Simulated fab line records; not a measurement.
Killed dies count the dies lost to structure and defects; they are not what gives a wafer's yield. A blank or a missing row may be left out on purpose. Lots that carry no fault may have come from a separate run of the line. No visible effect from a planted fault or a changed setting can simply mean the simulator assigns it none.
Which tool is to blame?    flow sky130    12 lots, 36 wafers sampled, at 5 steps of a route of 708

== WHAT EACH GAUGE READ, for each wafer ==
No reading from a measuring or inspecting step in the record can be judged against a usual standard deviation.

== TOOL THAT RAN EACH LOT (tool first, then ch and the chambers of the sampled wafers, then the start) ==
lot   SKY_VIA3_CMP_24                SKY_METAL4_SPUTTER_04         SKY_CAP2M_SPUTTER_02          SKY_CAP2M_STRIP_14                    SKY_PAD_OPEN_PROBE_99
L232  cmp-02 ch 1,2,3, day 40 06:51  pvd sputter-03, day 40 07:07  pvd sputter-01, day 40 07:14  plasma asher-02 ch 0,1, day 41 07:20  prober-02, day 46 07:37
L231  cmp-02 ch 1,2,3, day 40 10:17  pvd sputter-03, day 40 10:41  pvd sputter-01, day 40 10:50  plasma asher-04 ch 0,1, day 41 11:02  prober-01, day 46 09:25
L233  cmp-01 ch 0,2,3, day 40 20:03  pvd sputter-03, day 40 20:28  pvd sputter-01, day 40 20:35  plasma asher-04 ch 0,1, day 41 20:17  prober-01, day 46 16:17
L234  cmp-01 ch 0,3, day 41 00:14    pvd sputter-04, day 41 00:38  pvd sputter-01, day 41 00:47  plasma asher-03 ch 0,1, day 42 01:14  prober-02, day 46 22:29
L236  cmp-02 ch 1,2,3, day 41 08:47  pvd sputter-03, day 41 09:05  pvd sputter-04, day 41 09:14  plasma asher-03 ch 0, day 42 09:26    prober-01, day 47 06:53
L238  cmp-02 ch 0,3, day 41 21:59    pvd sputter-03, day 41 22:23  pvd sputter-04, day 41 22:31  plasma asher-04 ch 0,1, day 42 22:07  prober-01, day 47 16:43
L240  cmp-01 ch 0,2,3, day 42 12:23  pvd sputter-04, day 42 12:47  pvd sputter-01, day 42 12:55  plasma asher-02 ch 0,1, day 43 11:59  prober-01, day 48 04:15
L244  cmp-02 ch 0,2, day 43 14:10    pvd sputter-03, day 43 14:34  pvd sputter-01, day 43 14:41  plasma asher-02 ch 0,1, day 44 12:50  prober-01, day 49 01:32
L249  cmp-01 ch 0,2, day 45 02:08    pvd sputter-04, day 45 02:30  pvd sputter-01, day 45 02:38  plasma asher-04 ch 0,1, day 46 00:00  prober-01, day 50 05:29
L251  cmp-01 ch 1,2,3, day 45 06:40  pvd sputter-02, day 45 07:01  pvd sputter-04, day 45 07:09  plasma asher-03 ch 0,1, day 46 05:12  prober-02, day 50 08:53
L252  cmp-02 ch 0,2, day 45 20:32    pvd sputter-03, day 45 20:53  pvd sputter-01, day 45 21:01  plasma asher-03 ch 0,1, day 46 18:22  prober-01, day 50 18:53
L254  cmp-02 ch 2,3, day 46 12:11    pvd sputter-04, day 46 12:35  pvd sputter-03, day 46 12:43  plasma asher-04 ch 0,1, day 47 09:07  prober-01, day 51 07:47
- SKY_VIA3_CMP_24: polishes, stops on SiO2, t overpolish 20 s, target thk 0 nm.
- SKY_METAL4_SPUTTER_04: material TiN, target thk 70 nm, time 58.3 s.
- SKY_CAP2M_SPUTTER_02: material TiN, target thk 200 nm, time 166.7 s.
- SKY_CAP2M_STRIP_14: strips in O2/N2.
- SKY_PAD_OPEN_PROBE_99

== WHAT THE TOOLS THEMSELVES READ (means of the sampled wafers that have a number; where no wafer has one, the mark that the record gives instead) ==
SKY_VIA3_CMP_24. Usual: motor current A 11.3 A, standard deviation 1.1; overpolish run s 20.000 s, standard deviation 0.0087; time to endpoint s 93 s, standard deviation 3.
lot   tool    motor current A (A)  overpolish run s (s)  time to endpoint s (s)  flag
L232  cmp-02  11.9                 20.000                96                      
L231  cmp-02  12.2                 19.995                93                      
L233  cmp-01  11.1                 20.007                94                      
L234  cmp-01  11.0                 19.989                92                      
L236  cmp-02  11.7                 19.999                96                      
L238  cmp-02  10.5                 19.994                95                      
L240  cmp-01  11.6                 20.000                94                      
L244  cmp-02  10.1                 20.000                93                      
L249  cmp-01  10.6                 21.912                92                      OFF
L251  cmp-01  11.0                 21.917                93                      OFF
L252  cmp-02  10.2                 20.004                95                      
L254  cmp-02  11.7                 20.009                95                      

SKY_METAL4_SPUTTER_04. Usual: 30.3 % for throttle valve pct, sd 0.72.
lot   tool            throttle valve pct (%)  flag
L232  pvd sputter-03  30.1                    
L231  pvd sputter-03  30.3                    
L233  pvd sputter-03  30.1                    
L234  pvd sputter-04  30.2                    
L236  pvd sputter-03  30.2                    
L238  pvd sputter-03  30.4                    
L240  pvd sputter-04  30.5                    
L244  pvd sputter-03  30.1                    
L249  pvd sputter-04  30.6                    
L251  pvd sputter-02  30.1                    
L252  pvd sputter-03  30.3                    
L254  pvd sputter-04  30.4                    

SKY_CAP2M_SPUTTER_02. Usual: 30.3 % for throttle valve pct, sd 0.57.
lot   tool            throttle valve pct (%)  flag
L232  pvd sputter-01  30.4                    
L231  pvd sputter-01  30.6                    
L233  pvd sputter-01  30.0                    
L234  pvd sputter-01  30.2                    
L236  pvd sputter-04  30.0                    
L238  pvd sputter-04  30.3                    
L240  pvd sputter-01  30.6                    
L244  pvd sputter-01  30.5                    
L249  pvd sputter-01  30.6                    
L251  pvd sputter-04  30.4                    
L252  pvd sputter-01  30.6                    
L254  pvd sputter-03  30.7                    

SKY_CAP2M_STRIP_14. Usual: drypump motor current A 5.73 A, standard deviation 0.17; oes product au 0.710 a.u., standard deviation 0.0044; strip time to endpoint s 12.65 s, standard deviation 0.05.
lot   tool             drypump motor current A (A)  oes product au (a.u.)  strip time to endpoint s (s)  flag
L232  plasma asher-02  5.69                         0.711                  12.68                         
L231  plasma asher-04  5.79                         0.712                  12.71                         
L233  plasma asher-04  5.83                         0.709                  12.70                         
L234  plasma asher-03  5.54                         0.708                  12.63                         
L236  plasma asher-03  5.87                         0.711                  12.66                         
L238  plasma asher-04  5.83                         0.706                  12.64                         
L240  plasma asher-02  5.70                         0.710                  12.70                         
L244  plasma asher-02  5.77                         0.713                  12.68                         
L249  plasma asher-04  5.83                         0.709                  12.60                         
L251  plasma asher-03  5.55                         0.709                  12.59                         
L252  plasma asher-03  5.66                         0.712                  12.63                         
L254  plasma asher-04  5.83                         0.705                  12.73                         

SKY_PAD_OPEN_PROBE_99. Usual: defect limited yield 82.5 %, standard deviation 2; killed_at_M0_to_M3 44, standard deviation 7; killed_at_M4_up 3.4, standard deviation 1.7; killed at contacts 24, standard deviation 4.9; killed at front end 15, standard deviation 4.5; killed at other 0.4, standard deviation 0.61; killed dies 86, standard deviation 9.7; killed on rim 17, standard deviation 3.6; killed open 47, standard deviation 7.1; killed short 39, standard deviation 6.1; sort_bin_3_pad_short 0.9 %, standard deviation 0.42; sort_bin_5_function 10.4 %, standard deviation 1.4; sort_bin_6_memory 6.2 %, standard deviation 1.2; sort n pass 406, standard deviation 9.7; sort yield pct 82.5 %, standard deviation 2.
lot   tool       defect limited yield (%)  killed_at_M0_to_M3  killed_at_M4_up  killed at contacts  killed at front end  killed at other  killed dies  killed on rim  killed open  killed short  sort_bin_3_pad_short (%)  sort_bin_5_function (%)  sort_bin_6_memory (%)  sort n pass  sort yield pct (%)  flag
L232  prober-02  81.0                      48                  2.0              25                  18                   0.3              93           19             52           41            1.1                       10.9                     7.0                    399          81.0                
L231  prober-01  83.9                      42                  3.0              22                  12                   0.0              79           16             47           33            1.0                       10.0                     5.2                    413          83.9                
L233  prober-01  80.9                      51                  3.0              19                  20                   0.0              94           20             47           47            1.1                       11.9                     6.0                    398          80.9                
L234  prober-02  84.9                      39                  2.3              24                  9                    0.3              74           11             41           33            0.8                       9.3                      5.0                    418          84.9                
L236  prober-01  79.7                      49                  2.3              30                  18                   0.3              100          18             58           40            1.2                       12.6                     6.5                    392          79.7                
L238  prober-01  83.1                      45                  4.0              21                  13                   0.3              83           17             45           38            1.1                       10.7                     5.2                    409          83.1                
L240  prober-01  81.9                      46                  4.0              21                  18                   1.0              89           19             46           43            0.7                       11.3                     6.2                    403          81.9                
L244  prober-01  82.8                      42                  3.7              25                  13                   0.0              84           17             46           38            0.3                       10.2                     6.6                    408          82.8                
L249  prober-01  80.0                      50                  4.0              25                  19                   0.3              98           18             55           43            0.7                       11.6                     7.6                    394          80.0                
L251  prober-02  81.8                      43                  3.0              28                  16                   0.3              90           17             50           39            1.8                       10.0                     6.4                    402          81.8                
L252  prober-01  82.7                      49                  3.3              20                  13                   0.0              85           16             41           44            1.0                       11.3                     5.0                    407          82.7                
L254  prober-01  83.8                      42                  2.3              19                  16                   0.0              80           16             40           39            1.2                       10.5                     4.6                    412          83.8                

== THE ANSWER, worked out from the rows above alone ==
Rule: take the mean of a lot's wafers that have a number; if it is more than 3 standard deviations from the usual mean, the lot is off. Also off: a lot with no number at a reading for which 4 or more lots have one. Any other lot the step has rows for is counted as sound. Order of review: gauges by route order, followed by the tools' own readings, for which a lot's mean as printed above is used. The first step at which some lot is off is used, and at that step the reading that is off furthest; a lot without a number counts as furthest.
Off, at SKY_VIA3_CMP_24 on overpolish run s: L249, L251.
If a tool, at that step or one of the process steps before it, ran each lot that is off and ran no sound lot following the first of them, it fits. One fits: cmp-01 at SKY_VIA3_CMP_24. Its last sound lot is L240 (day 42 12:23), its first lot that is off L249 (day 45 02:08): a fault that began between those two fits.
The tool's own readings at SKY_VIA3_CMP_24 bear it out: on the lots that are off they differ by more than 5 times the standard deviation of the sound lots' means. overpolish run s reads 21.915 s there against 20.000 s on the sound lots.

== WHAT THE SIMULATOR PUT IN ==
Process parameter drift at SKY_VIA3_CMP_24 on cmp-01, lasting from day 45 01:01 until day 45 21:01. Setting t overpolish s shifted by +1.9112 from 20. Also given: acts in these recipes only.
Lots struck among those shown: L249, L251. The rule above reached the same finding.
